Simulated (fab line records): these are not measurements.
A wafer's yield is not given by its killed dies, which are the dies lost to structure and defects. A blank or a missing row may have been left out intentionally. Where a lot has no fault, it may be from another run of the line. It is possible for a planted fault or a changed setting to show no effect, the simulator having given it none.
fab line records	flow sky130
record lots=6	wafers=16	lastDay=50
route steps=708 shown FIELD_ISO@1 PAD_OPEN@708
lots that met no fault: from a run of the same line without faults
startH: hours from the record's opening day to when the first of the lot's shown wafers began	waitH: time in hours since the lot's previous step	" identical to the entry in the row above	L1.1+2: a row that stands for several wafers	- no value, or no start given	* or withheld: withheld	< > ~ a bound
route shown NAME@n: a module of which the file shows steps, and the number in the route of the first	usual: average and standard deviation across the fault-free wafers	same: alike in all rows	chamber/n: place in a boat	sites: readings site by site	_std_site: standard deviation of those values	_edge_site: inner sites' mean taken away from outer sites' mean	radiusMm: how far each site lies from the wafer's centre	mask NAME#n: copy n	behind: the most recent tool/chamber to have shaped the wafer	hold: reason for holding the lot/hours on hold/outcome of the hold	device: the n, p or np transistor that did not switch	end of line: tests run on the same wafers once the route is complete	for a step that has no rows: nothing shown but its recipe	killed: the dies lost at the first sort to structure and to defects; this is not the yield of the wafer	map: dies across one wafer; x = killed, . = not, _ = none there
set.NAME: setting as actually run; set.NAME@STEP: the setting as run at that earlier step	model.NAME: the simulator's own value behind a step, which no gauge read
lots at selected steps of the route; one table per step, one row per wafer
services: from which hour (startH, from the record's first day; less than 0 if before it) a tool's chamber was out of use, for how many hours, and why
## steps
# step SKY_FIELD_ISO_BOW_MEAS_00
# recipe mode=bow
# usual INCOMING_BOW=-1/7.1
lot.wafer	tool	chamber	startH	waitH	INCOMING_BOW[um]
L119.1	filmMetro-01	-	15.00	-	6
L119.5	"	-	"	"	-13
L119.6	"	-	"	"	3
L124.2	filmMetro-03	-	40.02	-	-13
L124.3	"	-	"	"	2
L124.5	"	-	"	"	2
L132.3	filmMetro-04	-	80.04	-	6
L132.6	"	-	"	"	-4
L135.3	filmMetro-01	-	95.04	-	8
L135.4	"	-	"	"	0
L138.2	filmMetro-03	-	110.02	-	-4
L138.4	"	-	"	"	-3
L138.6	"	-	"	"	-6
L141.1	filmMetro-01	-	125.00	-	11
L141.3	"	-	"	"	-10
L141.6	"	-	"	"	-3
# step SKY_FIELD_ISO_OXIDATION_01
# recipe tempC=900	ambient=O2	stabiliseS=600	purgeS=300	targetThkA=120	oxTimeS=1843
# step SKY_FIELD_ISO_THK_MEAS_02
# recipe reads=SiO2_of_FIELD_ISO_OXIDATION_01
# usual FIELD_ISO_OXIDATION_00_THK=11.95/0.2
lot.wafer	tool	chamber	startH	waitH	FIELD_ISO_OXIDATION_00_THK[nm]
L119.1	filmMetro-01	-	19.20	0.0	11.94
L119.5	"	-	"	"	11.98
L119.6	"	-	"	"	12.19
L124.2	filmMetro-04	-	41.64	0.0	11.85
L124.3	"	-	"	"	11.79
L124.5	"	-	"	"	11.57
L132.3	filmMetro-01	-	82.24	0.0	11.92
L132.6	"	-	"	"	11.74
L135.3	filmMetro-01	-	96.65	0.0	11.91
L135.4	"	-	"	"	11.84
L138.2	filmMetro-03	-	113.42	0.0	11.97
L138.4	"	-	"	"	11.82
L138.6	"	-	"	"	11.99
L141.1	filmMetro-04	-	126.63	0.0	11.40
L141.3	"	-	"	"	11.60
L141.6	"	-	"	"	11.70
# step SKY_FIELD_ISO_CVD_03
# recipe material=Si3N4	precursor=DCS/NH3	targetThkNm=165	tempC=770	timeS=2830	pressureMtorr=250
# step SKY_FIELD_ISO_THK_MEAS_04
# recipe reads=Si3N4_of_FIELD_ISO_CVD_03
# usual FIELD_ISO_CVD_03_THK=165.9/1.5
lot.wafer	tool	chamber	startH	waitH	FIELD_ISO_CVD_03_THK[nm]
L119.1	filmMetro-01	-	21.05	0.0	168.5
L119.5	"	-	"	"	166.1
L119.6	"	-	"	"	166.1
L124.2	filmMetro-03	-	44.33	0.0	166.9
L124.3	"	-	"	"	166.5
L124.5	"	-	"	"	165.7
L132.3	filmMetro-04	-	85.16	0.0	166.4
L132.6	"	-	"	"	165.5
L135.3	filmMetro-01	-	98.57	0.0	165.2
L135.4	"	-	"	"	165.8
L138.2	filmMetro-03	-	115.26	0.0	165.5
L138.4	"	-	"	"	165.4
L138.6	"	-	"	"	165.2
L141.1	filmMetro-04	-	128.79	0.0	162.9
L141.3	"	-	"	"	165.6
L141.6	"	-	"	"	164.5
# step SKY_FIELD_ISO_DEHYDRATE_05
# recipe tempC=200	timeS=60
# step SKY_FIELD_ISO_HMDS_06
# recipe primeTimeS=60	primeTempC=120
# step SKY_FIELD_ISO_COAT_07
# recipe resist=BARC	tempC=withheld	timeS=withheld	spinRpm=3000	resistThkNm=60
# step SKY_FIELD_ISO_COAT_08
# recipe resist=KrF-thick	spinRpm=3000	resistThkNm=450
# step SKY_FIELD_ISO_SOFTBAKE_09
# recipe tempC=100	timeS=90	resist=KrF-thick
# step SKY_FIELD_ISO_EXPOSE_10
# recipe maskId=FOM	na=0.68	sourceShape=annular	sigmaInner=0.4	sigmaOuter=0.8	targetCdNm=150	doseMj=28
lot.wafer	tool	chamber	startH	waitH	mask
L119.1+5+6	krfScanner-01	0	28.91	-	FOM#0
L124.2+3+5	krfScanner-02	0	51.92	-	FOM#0
L132.3+6	krfScanner-02	0	93.94	-	FOM#0
L135.3+4	krfScanner-02	0	107.30	-	FOM#0
L138.2+4+6	krfScanner-01	0	124.67	-	FOM#0
L141.1+3+6	krfScanner-01	0	139.25	-	FOM#0
# step SKY_FIELD_ISO_PEB_11
# recipe pebTempC=withheld	pebTimeS=withheld	resist=KrF-thick
# step SKY_FIELD_ISO_DEVELOP_12
# recipe developTimeS=60	resist=KrF-thick	devTempC=21
# step SKY_FIELD_ISO_CD_MEAS_13
# recipe targetCdNm=150
# usual cdNm=150.3/1.4
lot.wafer	tool	chamber	startH	waitH	cdNm
L119.1	cdSem-01	-	35.86	-	151.7
L119.5	"	-	"	"	151.4
L119.6	"	-	"	"	150.9
L124.2	cdSem-02	-	59.99	-	149.9
L124.3	"	-	"	"	150.7
L124.5	"	-	"	"	149.5
L132.3	cdSem-02	-	102.35	-	151.0
L132.6	"	-	"	"	130.4
L135.3	cdSem-01	-	116.65	-	149.0
L135.4	"	-	"	"	130.9
L138.2	cdSem-02	-	134.09	-	151.2
L138.4	"	-	"	"	150.7
L138.6	"	-	"	"	150.4
L141.1	cdSem-02	-	148.32	-	151.3
L141.3	"	-	"	"	151.2
L141.6	"	-	"	"	151.8
# step SKY_FIELD_ISO_ETCH_14
# recipe chemistry=N2/H2	target=BARC	ionEnergyEv=200	sourceW=500	biasW=100	pressureMtorr=30	n2FlowSccm=100	h2FlowSccm=200	stopOn=SiO2	timeS=45.9	targetDepthA=600
# usual chamberPressureMTorr=30.001/0.03	drypumpMotorCurrentA=5.7/0.4	oesProductAu=0.855/0.0049	throttleValvePct=13.225/0.0084
lot.wafer	tool	chamber	startH	waitH	chamberPressureMTorr	drypumpMotorCurrentA	oesProductAu	rfHoursCounterH	throttleValvePct	model.FIELD_ISO.cdNm
L119.1	rieDiel-01	1	35.98	0.1	30.004	5.3	0.856	122	13.223	152.2
L119.5	"	1	"	"	30.018	5.3	0.849	-	13.242	152.1
L119.6	"	2	"	"	30.013	6.0	0.861	-	13.215	151.1
L124.2	rieDiel-02	0	60.09	0.1	30.013	6.0	0.858	129	13.227	150.3
L124.3	"	1	"	"	30.001	6.0	0.857	45	13.220	150.9
L124.5	"	1	"	"	29.980	6.0	0.854	-	13.230	149.4
L132.3	rieDiel-01	0	102.43	0.1	29.976	5.7	0.856	139	13.221	150.5
L132.6	"	1	"	"	29.998	5.3	0.850	-	13.221	131
L135.3	rieDiel-01	2	116.73	0.1	30.159	6.0	0.857	95	13.213	149.3
L135.4	"	0	"	"	30.014	5.7	0.864	139	13.228	130.6
L138.2	rieDiel-04	0	134.19	0.1	29.971	6.3	0.862	63	13.246	151.2
L138.4	"	3	"	"	30.028	5.7	0.847	130	13.227	151.8
L138.6	"	1	"	"	29.974	5.6	0.863	-	13.209	151.3
L141.1	rieDiel-01	0	148.44	0.1	30.013	5.7	0.856	140	13.220	150.6
L141.3	"	1	"	"	30.025	5.3	0.856	124	13.217	151.4
L141.6	"	3	"	"	29.973	5.4	0.853	-	13.241	151.3
# step SKY_FIELD_ISO_ETCH_15
# recipe chemistry=CHF3/O2	targetDepthNm=180	stopOn=Si	sourceW=600	biasW=200	pressureMtorr=40	chf3FlowSccm=50	O2_flow_sccm=5	timeS=72
# usual O2_flow_sccm=5.000/0.015	chamberPressureMTorr=40.00/0.032	drypumpMotorCurrentA=5.7/0.39	oesProductAu=0.948/0.007	throttleValvePct=8.845/0.009
lot.wafer	tool	chamber	startH	waitH	O2_flow_sccm	chamberPressureMTorr	drypumpMotorCurrentA	oesProductAu	rfHoursCounterH	throttleValvePct
L119.1	rieDiel-01	1	36.02	0.0	4.999	40.02	5.3	0.958	122	8.853
L119.5	"	1	"	"	4.978	40.00	5.3	0.948	-	8.840
L119.6	"	2	"	"	4.978	39.97	6.0	0.946	-	8.839
L124.2	rieDiel-02	0	60.13	0.0	4.990	40.03	6.1	0.947	129	8.847
L124.3	"	1	"	"	4.980	40.01	6.0	0.954	46	8.855
L124.5	"	1	"	"	4.985	39.98	6.0	0.956	-	8.841
L132.3	rieDiel-01	0	102.47	0.0	5.014	40.03	5.6	0.948	139	8.854
L132.6	"	1	"	"	5.009	39.96	5.3	0.954	-	8.846
L135.3	rieDiel-01	2	116.77	0.0	5.039	40.04	6.0	0.946	95	8.851
L135.4	"	0	"	"	5.020	40.03	5.6	0.942	139	8.845
L138.2	rieDiel-04	0	134.23	0.0	4.998	39.99	6.2	0.941	63	8.843
L138.4	"	3	"	"	5.004	40.01	5.7	0.941	130	8.846
L138.6	"	1	"	"	5.030	39.96	5.5	0.948	-	8.835
L141.1	rieDiel-01	0	148.48	0.0	4.996	40.00	5.6	0.937	140	8.852
L141.3	"	1	"	"	4.975	40.00	5.3	0.948	124	8.867
L141.6	"	3	"	"	4.995	40.01	5.4	0.944	-	8.850
# step SKY_FIELD_ISO_STRIP_16
# recipe chemistry=O2/N2	powerW=1400	pressureMtorr=1500	platenTempC=withheld	o2FlowSccm=3000	n2FlowSccm=300	overashFraction=0.5
# usual chamberPressureMTorr=1499.8/1.4	drypumpMotorCurrentA=5.49/0.19	oesProductAu=0.377/0.0048	stripTimeToEndpointS=3.55/0.032
lot.wafer	tool	chamber	startH	waitH	chamberPressureMTorr	drypumpMotorCurrentA	oesProductAu	rfHoursCounterH	stripTimeToEndpointS
L119.1	plasmaAsher-02	0	36.08	0.0	1497.0	5.32	0.380	36	3.58
L119.5	"	1	"	"	1498.6	5.67	0.382	-	3.57
L119.6	"	0	"	"	1499.8	5.31	0.381	-	3.63
L124.2	plasmaAsher-02	0	60.19	0.0	1499.8	5.30	0.376	38	3.53
L124.3	"	0	"	"	1500.4	5.34	0.379	-	3.54
L124.5	"	0	"	"	1500.4	5.31	0.373	-	3.55
L132.3	plasmaAsher-04	1	102.56	0.1	1498.3	5.20	0.371	-	3.52
L132.6	"	0	"	"	1501.7	5.57	0.376	-	3.54
L135.3	plasmaAsher-02	1	116.86	0.1	1500.5	5.69	0.369	-	3.58
L135.4	"	0	"	"	1500.4	5.36	0.388	-	3.56
L138.2	plasmaAsher-02	0	134.29	0.0	1498.0	5.31	0.365	46	3.49
L138.4	"	0	"	"	1501.9	5.33	0.380	-	3.54
L138.6	"	1	"	"	1503.5	5.67	0.382	-	3.53
L141.1	plasmaAsher-02	1	148.54	0.0	1500.1	5.68	0.374	48	3.50
L141.3	"	1	"	"	1501.9	5.69	0.376	-	3.53
L141.6	"	1	"	"	1497.5	5.67	0.365	-	3.54
# step SKY_FIELD_ISO_ETCH_17
# recipe targetDepthA=3420	maskMaterial=Si3N4	chemistry=HBr/Cl2/O2	target=Si	taperDeg=5	icpW=600	biasW=150	pressureMtorr=15	HBr_flow_sccm=150	Cl2_flow_sccm=40	O2_flow_sccm=6	timeS=97.7
# usual O2_flow_sccm=5.999/0.018	chamberPressureMTorr=15.001/0.014	drypumpMotorCurrentA=5.80/0.3	oesProductAu=1.003/0.0084	throttleValvePct=25.654/0.01
lot.wafer	tool	chamber	startH	waitH	O2_flow_sccm	chamberPressureMTorr	drypumpMotorCurrentA	oesProductAu	rfHoursCounterH	throttleValvePct	model.FIELD_ISO.cdNm
L119.1	rieSi-02	3	36.18	0.1	6.009	15.004	6.09	1.012	107	25.656	152.8
L119.5	"	2	"	"	6.002	15.005	5.97	1.005	-	25.656	152.4
L119.6	"	3	"	"	6.048	15.002	6.08	1.001	-	25.657	150.7
L124.2	rieSi-01	1	60.29	0.1	6.011	15.008	5.71	1.009	87	25.648	149.9
L124.3	"	0	"	"	6.007	15.004	5.93	1.000	39	25.663	150.5
L124.5	"	0	"	"	6.008	14.999	5.90	0.989	-	25.665	148.7
L132.3	rieSi-01	1	102.63	0.0	5.983	14.987	5.67	1.007	87	25.649	150.9
L132.6	"	2	"	"	5.994	15.014	5.25	1.006	-	25.659	131.7
L135.3	rieSi-02	2	116.93	0.0	6.018	15.010	5.95	0.999	129	25.666	148.4
L135.4	"	3	"	"	6.027	15.009	6.13	0.996	108	25.672	131.3
L138.2	rieSi-01	3	134.39	0.1	5.983	14.977	5.31	1.001	33	25.641	152.1
L138.4	"	0	"	"	6.004	15.003	5.85	0.993	40	25.658	151.3
L138.6	"	1	"	"	5.999	15.001	5.65	1.006	-	25.660	151.6
L141.1	rieSi-02	3	148.64	0.1	5.983	14.998	6.10	1.008	108	25.652	150.4
L141.3	"	2	"	"	5.993	15.008	5.94	1.008	129	25.664	151.4
L141.6	"	1	"	"	6.018	14.990	5.97	0.999	-	25.649	150.8
# step SKY_FIELD_ISO_WET_ETCH_18
# recipe chemistry=H3PO4	targetDepthNm=25	tempC=160	target=Si3N4	timeS=286
# step SKY_PAD_OPEN_PROBE_99
# usual killed_at_M0_to_M3=45/6.8	killed_at_M4_up=3.2/1.6	killedAtContacts=24/5.1	killedAtFrontEnd=14/4.4	killedAtOther=0.4/0.65	killedDies=87/8.8	killedOnRim=17/3.6	killedOpen=47/7.2	killedShort=39/6.1
# same grossDies=492	killedAtBackSide=0
lot.wafer	tool	chamber	startH	waitH	killed_at_M0_to_M3	killed_at_M4_up	killedAtContacts	killedAtFrontEnd	killedAtOther	killedDies	killedOnRim	killedOpen	killedShort
L124.2	prober-02	-	1114.89	0.1	36	1	26	10	0	73	19	51	21
L124.3	prober-02	-	1114.94	0.2	44	3	20	18	0	85	20	43	40
L124.5	prober-02	-	1115.04	0.2	44	3	39	7	0	93	22	51	42
L132.6	prober-02	-	1153.83	0.2	48	7	23	34	0	112	31	46	44
L135.4	prober-01	-	1174.62	0.2	44	6	21	37	0	108	31	53	37
L141.1	prober-01	-	1202.93	0.1	54	4	17	19	0	94	19	46	48
L141.3	prober-01	-	1203.03	0.2	47	2	18	13	1	81	17	45	36
L141.6	prober-01	-	1203.18	0.2	53	2	29	14	1	99	18	59	39
# killed by level:class
L124.2 CONTACT:geometricParticle:open=16 VIA1:geometricParticle:open=13 VIA3:geometricParticle:open=7 FIELD_ISO:geometricParticle:open=4 CONTACT:geometricParticle:short=4 VIA1:geometricParticle:short=4 VIA2:geometricParticle:open=4 FIELD_ISO:geometricParticle:short=3
L124.3 VIA2:geometricParticle:open=9 CONTACT:geometricParticle:open=7 VIA1:geometricParticle:open=7 FIELD_ISO:geometricParticle:short=6 LI_CONTACT:geometricParticle:open=5 VIA1:geometricParticle:short=5 VIA3:geometricParticle:open=4 POLY_GATE:geometricParticle:open=4
L124.5 CONTACT:geometricParticle:open=12 CONTACT:geometricParticle:short=10 METAL2:geometricParticle:short=10 VIA2:geometricParticle:open=9 VIA1:geometricParticle:open=8 LOCAL_INTERCONNECT:geometricParticle:short=7 LI_CONTACT:geometricParticle:open=6 VIA3:geometricParticle:open=5
L132.6 FIELD_ISO:areaExpose=22 CONTACT:geometricParticle:open=12 METAL2:geometricParticle:short=9 VIA1:geometricParticle:short=7 METAL1:geometricParticle:short=6 VIA1:geometricParticle:open=6 LI_CONTACT:geometricParticle:open=5 METAL4:geometricParticle:short=5
L135.4 FIELD_ISO:areaExpose=18 VIA1:geometricParticle:open=12 FIELD_ISO:geometricParticle:open=9 VIA2:geometricParticle:open=8 CONTACT:geometricParticle:open=7 FIELD_ISO:geometricParticle:short=6 VIA3:geometricParticle:open=5 METAL2:geometricParticle:short=4
L141.1 VIA1:geometricParticle:open=13 METAL2:geometricParticle:short=9 METAL1:geometricParticle:short=7 CONTACT:geometricParticle:open=6 VIA2:geometricParticle:open=5 VIA3:geometricParticle:open=5 METAL4:geometricParticle:short=4 VIA3:geometricParticle:short=4
L141.3 VIA2:geometricParticle:open=11 VIA1:geometricParticle:open=10 CONTACT:geometricParticle:open=9 VIA1:geometricParticle:short=8 LI_CONTACT:geometricParticle:open=5 METAL2:geometricParticle:short=4 VIA2:geometricParticle:short=4 FIELD_ISO:geometricParticle:short=3
L141.6 VIA3:geometricParticle:open=15 CONTACT:geometricParticle:open=12 VIA1:geometricParticle:open=9 VIA2:geometricParticle:open=7 CONTACT:geometricParticle:short=5 FIELD_ISO:geometricParticle:open=4 LI_CONTACT:geometricParticle:open=4 METAL1:geometricParticle:short=4
# map L132.6 (x killed, . not)
__________........x._________
________x....x...x...x_______
______...x.........xx..x_____
_____x.x.....x....xx.....____
____.........xx...........___
___x........x..x...x.......__
__.....x.x....x..x.......xxx_
_xxxx.........x..............
_x.......x.....x.x....x.x..x.
_x..xx...x..x..x............x
_..x..x.....xx....x.........x
_xx.....x.x.x.x..x.....x.....
_...x.x.x.x...........x.xx..x
_x.x..xx.x..x............xx..
_x....x........x.............
__xxxx...x...x..x....x......_
___.x.........x.......x.x..__
____.......xx........xx.x.___
_____xx....x.............____
______..............x..x_____
________x..x.xx..xx..._______
__________x..xx.xx.._________
# map L135.4 (x killed, . not)
__________.....x...._________
________x............._______
______.xx.....x....xx..._____
_____.x..x.x..........x..____
____xx...x.x.....x...x....___
___.....x........x....xx...__
__..xx.x.................xx._
_xx.x......x.................
_......x..x.xx.x........x.x..
_x......xx..x.x.x....x.x.....
_....x........x.xx.......xxxx
_x...x.....xxx.x..x.......xx.
_.......x.....x.......x.x..x.
_x......x.........x...x......
_...........x...x....x.......
__xx...xx.....x..xx...x....x_
___...x.............x..xx..__
____.x....x.......x.......___
_____xx........x.x......x____
______.x........x......x_____
________.x...x...x.xxx_______
__________xx.x...x.._________
## services
tool	chamber	startH	hours	kind
rieDiel-02	0	12.62	11.0	repair
krfScanner-01	-	17.51	0.4	repair
rieDiel-02	2	20.50	1.3	repair
krfScanner-01	-	30.67	0.3	repair
krfScanner-02	-	34.41	0.8	pm
rieDiel-01	3	46.71	-	clean
rieDiel-01	3	46.71	15.6	scheduledDown
rieDiel-01	3	46.71	15.6	ventCycle
krfScanner-01	-	58.53	1.2	repair
krfScanner-01	-	62.99	1.5	repair
krfScanner-01	-	64.68	1.3	pm
krfScanner-01	-	67.29	0.6	repair
rieDiel-01	1	85.00	8.4	repair
rieSi-02	-	94.53	3.7	repair
rieSi-01	-	94.55	0.3	repair
rieDiel-02	2	96.72	12.1	repair
rieDiel-02	1	99.67	1.6	repair
krfScanner-01	-	106.90	1.0	pm
plasmaAsher-04	-	108.75	9.0	pm
krfScanner-02	-	109.82	4.4	pm
rieSi-01	-	111.32	0.4	repair
krfScanner-02	-	114.76	0.2	repair
krfScanner-01	-	131.96	0.8	pm
krfScanner-02	-	145.43	1.0	pm
## key
firstSign step=SKY_FIELD_ISO_CD_MEAS_13	reading=cdNm	direction=down	sigmas=14	usual=150.3	struck=130.7
effect step=SKY_PAD_OPEN_PROBE_99	reading=killedAtFrontEnd	direction=up	sigmas=4.8	usual=14	struck=36
modelEffect step=SKY_FIELD_ISO_ETCH_14	value=FIELD_ISO.cdNm	without=149.1	struck=130.8
modelEffect step=SKY_FIELD_ISO_ETCH_17	value=FIELD_ISO.cdNm	without=149.8	struck=131.5
moreKillsBornAt SKY_FIELD_ISO_EXPOSE_10@krfScanner-02=40
metAt SKY_FIELD_ISO_EXPOSE_10
struckWafers L132.6,L135.4
testerLeftOut L132,L135
onsetBetween 51.92 93.94
fault kind=processParameterDrift	tool=krfScanner-02	chamber=-	onsetH=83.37	steps=SKY_FIELD_ISO_EXPOSE_10	channel=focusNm	offset=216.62	shape=step	endH=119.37	scope=struckWafersOnly
# testerLeftOut: of these lots the tester's yield and bins aren't shown, on N5 and GAA mostly nor the transistor test; their killed dies are dies lost to structure and defects alone, not to doping, threshold or leakage, so they don't give the yield
